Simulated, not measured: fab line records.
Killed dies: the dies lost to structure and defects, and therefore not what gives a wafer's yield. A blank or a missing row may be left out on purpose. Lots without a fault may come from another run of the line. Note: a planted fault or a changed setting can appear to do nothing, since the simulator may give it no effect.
The tool behind it: which one? || flow gf180mcu || 6 lots with 18 wafers sampled at 2 steps, on a route of 602 steps

## WHAT THE GAUGES SHOWED, per wafer
GF_LVPWELL_OVL_MEAS_07.
{"lot": "L642", "measured": "day 4 06:59", "on": "overlay-02", "LVPWELL_OVL (nm)": "-1.5 -0.5 0.1"}
{"lot": "L644", "measured": "day 4 13:27", "on": "overlay-01", "LVPWELL_OVL (nm)": "-0.1 0.0 -0.4"}
{"lot": "L647", "measured": "day 5 05:11", "on": "overlay-01", "LVPWELL_OVL (nm)": "-0.6 -0.4 -0.6"}
{"lot": "L651", "measured": "day 6 03:52", "on": "overlay-01", "LVPWELL_OVL (nm)": "0.6 0.2 0.5"}
{"lot": "L660", "measured": "day 8 06:56", "on": "overlay-01", "LVPWELL_OVL (nm)": "-0.5 0.9 0.0"}
{"lot": "L663", "measured": "day 8 22:47", "on": "overlay-02", "LVPWELL_OVL (nm)": "1.1 0.8 -0.3"}

## TOOL THAT RAN EACH LOT (tool first, then ch and the chambers of the sampled wafers, then the start)
{"lot": "L642", "GF_LVPWELL_EXPOSE_04": "iline stepper-02 ch 0, day 4 00:53"}
{"lot": "L644", "GF_LVPWELL_EXPOSE_04": "iline stepper-01 ch 0, day 4 06:44"}
{"lot": "L647", "GF_LVPWELL_EXPOSE_04": "iline stepper-02 ch 0, day 4 22:16"}
{"lot": "L651", "GF_LVPWELL_EXPOSE_04": "iline stepper-02 ch 0, day 5 20:37"}
{"lot": "L660", "GF_LVPWELL_EXPOSE_04": "iline stepper-02 ch 0, day 7 22:55"}
{"lot": "L663", "GF_LVPWELL_EXPOSE_04": "iline stepper-02 ch 0, day 8 14:41"}
- GF_LVPWELL_EXPOSE_04: exposes mask LVPWELL, target cd 600 nm.

## THE ANSWER, worked out from the rows above alone
Rule: usual is defined by the lots themselves. The widest of any qualifying gaps counts: lots, ordered by their means at a reading, are off when they make up no more than a third of the lots, leave a main group of 4 or more, and stand apart from it by 3 or more times the standard deviation of that group's means. A main group is skipped when, at the precision printed for the reading in the tables above, its means are all equal. Also off: a lot with no number at a reading for which 4 or more lots have one. The other lots that the step has rows for count as sound.
Nothing can be told from this: no lot is off at any reading shown.

## WHAT THE SIMULATOR HAD PUT IN
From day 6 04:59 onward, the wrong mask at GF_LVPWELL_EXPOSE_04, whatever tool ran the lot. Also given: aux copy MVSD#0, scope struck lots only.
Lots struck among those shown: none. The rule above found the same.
